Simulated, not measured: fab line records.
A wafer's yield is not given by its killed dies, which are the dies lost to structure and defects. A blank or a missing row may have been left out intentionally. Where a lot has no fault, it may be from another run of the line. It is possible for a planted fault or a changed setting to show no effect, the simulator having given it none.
A struck lot beside a sound one	flow sky130	16 steps out of a route of 708
Sound: wafers L557.1, L557.2, L557.3. The struck wafers were L563.1, L563.2, L563.3. The cause is given at the end.
Each step with rows lists, per side, the tool, then ch with its chambers, then its first start. Under that, the readings that differ: sound wafers	struck wafers	difference of the means	sigmas: that difference in standard deviations of wafers without a fault.
alike: a reading whose means differ by less than 2 such deviations, as well as words and numbers matching on both sides. not compared: withheld readings; readings where some wafer has no value; bounds like >300 that might hide an equal value; numbers whose values overlap and for which the record gives no deviation.
Wherever a step has rows on one side only, a row that says differs or no value, or a row with sigmas, the two part there. Numbers that don't overlap but have no deviation are shown without sigmas and don't part them. A reading missing from all wafers of one side parts the sides only when that side holds two or more wafers.

first, 1 step without rows for these wafers: SKY_RES_XHIGH_IMPLANT_07.
SKY_RES_XHIGH_STRIP_08: strips in O2/N2.
  sound on plasma asher-03 ch 0,1, day 27 09:47; struck on plasma asher-02 ch 0,1, day 29 06:34
  alike: drypump motor current A, oes product au, strip time to endpoint s
  not compared: rf hours counter h
SKY_RES_XHIGH_TW_MEAS_09:
  sound: film metro-01 at day 27 09:53; struck: film metro-02 at day 29 06:40
  alike: RES_XHIGH_TW
then, 7 steps without rows for these wafers: SKY_SD_N_DEHYDRATE_00 (time 60 s); SKY_SD_N_HMDS_01 (prime time 60 s); SKY_SD_N_COAT_02 (resist thk 1140 nm); SKY_SD_N_SOFTBAKE_03 (time 60 s); SKY_SD_N_EXPOSE_04 (exposes mask NSDM, target cd 380 nm); SKY_SD_N_PEB_05; SKY_SD_N_DEVELOP_06 (develop time 60 s).
SKY_SD_N_CD_MEAS_07 targets a cd of 380 nm.
  sound: cd sem-01 at day 28 14:53; struck: cd sem-02 at day 30 10:19
  alike: cd nm
SKY_SD_N_OVL_MEAS_08:
  sound: overlay-02 at day 28 15:00; struck: overlay-01 at day 30 10:26
  alike: SD_N_OVL
SKY_SD_N_IMPLANT_09:
  sound on implanter-03 ch 0, day 28 15:02; struck on implanter-01 ch 0, day 30 10:29
reading	sound	struck	difference	sigmas
implant ion amu	75 75 75	49 49 49	-26	
model.implant.rp nm (nm)	33.57 33.57 33.57	37.65 37.65 37.65	+4.08	
model.implant.drp nm (nm)	14.11 14.11 14.11	18.55 18.55 18.55	+4.44	
  alike: dose ions cm2
then, 1 step without rows for these wafers: SKY_SD_N_IMPLANT_10.
SKY_SD_N_STRIP_11: strips in O2/N2.
  sound on plasma asher-02 ch 0,1, day 28 15:20; struck on plasma asher-04 ch 0,1, day 30 10:47
reading	sound	struck	difference	sigmas
oes product au (a.u.)	0.524 0.529 0.535	0.517 0.513 0.522	-0.012	-3
strip time to endpoint s (s)	22.55 22.54 22.50	23.21 23.23 23.22	+0.69	+18
  alike: drypump motor current A
  not compared: rf hours counter h
SKY_SD_N_TW_MEAS_12:
  sound: film metro-01 at day 28 15:26; struck: film metro-03 at day 30 11:10
reading	sound	struck	difference	sigmas
SD_N_TW	4029 4043 4027	3764 3776 3780	-260	-10
  not compared: hold

WHERE THEY PART
Last at SKY_SD_N_TW_MEAS_12 as far as this record goes, first at SKY_SD_N_STRIP_11.

WHY: what the simulator had put in
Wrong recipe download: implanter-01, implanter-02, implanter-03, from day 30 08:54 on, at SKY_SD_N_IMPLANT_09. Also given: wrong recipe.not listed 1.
